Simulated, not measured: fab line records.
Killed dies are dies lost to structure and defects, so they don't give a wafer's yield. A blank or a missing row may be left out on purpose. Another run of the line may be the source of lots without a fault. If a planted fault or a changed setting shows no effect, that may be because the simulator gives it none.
Chamber matching + flow sky130 + SKY_VIA2_CMP_24 on cmp-01: 4 sister chambers
The step polishes, stops on SiO2, t overpolish 20 s, target thk 0 nm. 4 wafers are shown with their chamber, then 7 later ones without.

## WAFERS WITH THEIR CHAMBER
| wafer  | chamber | motor_current_A (A) |
|--------|---------|---------------------|
| L630.6 | 3       | 11.0                |
| L633.5 | 0       | 13.2                |
| L635.2 | 2       | 13.0                |
| L635.3 | 1       | 11.5                |

## WAFERS MISSING THEIR CHAMBER
| wafer  | motor_current_A (A) |
|--------|---------------------|
| L635.4 | 11.1                |
| L645.1 | 13.3                |
| L645.3 | 10.9                |
| L645.6 | 13.5                |
| L644.4 | 13.7                |
| L644.5 | 13.2                |
| L644.6 | 11.5                |

## CHAMBER TAKEN BY EACH
| wafer  | from the rows above     | in truth                   |
|--------|-------------------------|----------------------------|
| L635.4 | can't be placed: 3 or 1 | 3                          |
| L645.1 | can't be placed: 0 or 2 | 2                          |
| L645.3 | 3                       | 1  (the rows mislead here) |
| L645.6 | can't be placed: 0 or 2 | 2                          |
| L644.4 | can't be placed: 0 or 2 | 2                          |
| L644.5 | can't be placed: 0 or 2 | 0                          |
| L644.6 | 1                       | 1                          |
1 of 7 placed correctly. Not placeable from these rows: 5 (in 5, the candidates include the true chamber). Placed wrongly: 1.
How it was worked out, from the rows above alone: a wafer's distance from a chamber is the root of the sum, over the readings, of the square of ((its reading less the chamber's mean) divided by the reading's scatter). The wafer belongs to the nearest chamber; if the next one is less than 2 further off, it can't be placed. The mean given for a chamber averages the wafers shown for that chamber. The scatter: root of mean squared gap, hidden wafer to nearest shown wafer, with one shown wafer a chamber.
